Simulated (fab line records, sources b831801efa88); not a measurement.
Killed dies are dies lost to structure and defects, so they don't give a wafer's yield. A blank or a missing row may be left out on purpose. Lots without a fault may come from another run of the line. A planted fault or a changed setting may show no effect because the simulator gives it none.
A struck lot beside a sound one | flow sky130 | 16 steps out of a route of 708
Sound: wafers L218.1, L218.2, L218.6. Struck: wafers L221.2, L221.4, L221.5. The cause comes at the end.
At each step with rows: each side's tool, then ch and its chambers, then its first start. Under that, the readings that differ: sound wafers | struck wafers | difference of the means | sigmas: that difference in standard deviations of wafers without a fault.
alike: readings whose means differ by less than 2 such deviations, and words and numbers that are the same on both sides. not compared: withheld readings, readings that some wafer has no value for, bounds like >300 that may hide the same value, and numbers for which the record gives no deviation and whose values overlap.
The two part at a step that has a row with sigmas, a row that says differs or no value, or rows on one side only. Numbers that don't overlap but have no deviation are shown without sigmas and don't part them. A reading that every wafer of one side lacks parts them only if that side has two wafers or more.

first, 1 step without rows for these wafers: SKY_VT_ADJUST_NCORE_DEVELOP_06 (develop time 60 s).
SKY_VT_ADJUST_NCORE_CD_MEAS_07: target cd 380 nm.
  sound on cd_sem-02, day 12 23:11; struck on cd_sem-01, day 13 23:30
  alike: cd_nm
SKY_VT_ADJUST_NCORE_OVL_MEAS_08:
  sound on overlay-01, day 12 23:18; struck on overlay-01, day 13 23:37
  alike: VT_ADJUST_NCORE_OVL
then, 1 step without rows for these wafers: SKY_VT_ADJUST_NCORE_IMPLANT_09.
SKY_VT_ADJUST_NCORE_STRIP_10: strips in O2/N2.
  sound on plasma_asher-02 ch 0,1, day 12 23:29; struck on plasma_asher-01 ch 0,1, day 13 23:47
  alike: drypump_motor_current_A, oes_product_au, strip_time_to_endpoint_s
  not compared: rf_hours_counter_h
SKY_VT_ADJUST_NCORE_TW_MEAS_11:
  sound on film_metro-04, day 12 23:36; struck on film_metro-03, day 13 23:54
  alike: VT_ADJUST_NCORE_TW
then, 6 steps without rows for these wafers: SKY_VT_ADJUST_HVTR_DEHYDRATE_00 (time 60 s); SKY_VT_ADJUST_HVTR_HMDS_01 (prime time 60 s); SKY_VT_ADJUST_HVTR_COAT_02 (resist thk 1140 nm); SKY_VT_ADJUST_HVTR_SOFTBAKE_03 (time 60 s); SKY_VT_ADJUST_HVTR_EXPOSE_04 (exposes mask HVTRM, target cd 380 nm); SKY_VT_ADJUST_HVTR_PEB_05.
SKY_VT_ADJUST_HVTR_DEVELOP_06: develop time 60 s.
  sound on litho_track-01 ch 0, day 14 01:14; struck on litho_track-03 ch 0, day 15 02:32
  alike: developer_temp_C
SKY_VT_ADJUST_HVTR_CD_MEAS_07: target cd 380 nm.
  sound on cd_sem-01, day 14 01:23; struck on cd_sem-02, day 15 02:41
  reading    | sound             | struck            | difference | sigmas
  cd_nm (nm) | 376.7 377.3 379.3 | 345.9 345.1 344.4 | -32.6      | -15
SKY_VT_ADJUST_HVTR_OVL_MEAS_08:
  sound on overlay-01, day 14 01:30; struck on overlay-02, day 15 02:47
  alike: VT_ADJUST_HVTR_OVL
-- the record jumps here: 35 days lie between the struck wafers' starts before and after (it left off in module VT_ADJUST_HVTR and takes up again in module PAD_OPEN, whose first step shown is number 708 of the route) --
SKY_PAD_OPEN_PROBE_99:
  sound on prober-01, day 50 02:14; struck on prober-02, day 50 13:58
  alike: killed_at_M0_to_M3, killed_at_M4_up, killed_at_contacts, killed_at_front_end, killed_at_other, killed_dies, killed_on_rim, killed_open, killed_short

WHERE THEY PART
Only at SKY_VT_ADJUST_HVTR_CD_MEAS_07, within this record. Later steps at which nothing parts them and some readings are alike: SKY_VT_ADJUST_HVTR_OVL_MEAS_08, SKY_PAD_OPEN_PROBE_99.

WHY: what the simulator had put in
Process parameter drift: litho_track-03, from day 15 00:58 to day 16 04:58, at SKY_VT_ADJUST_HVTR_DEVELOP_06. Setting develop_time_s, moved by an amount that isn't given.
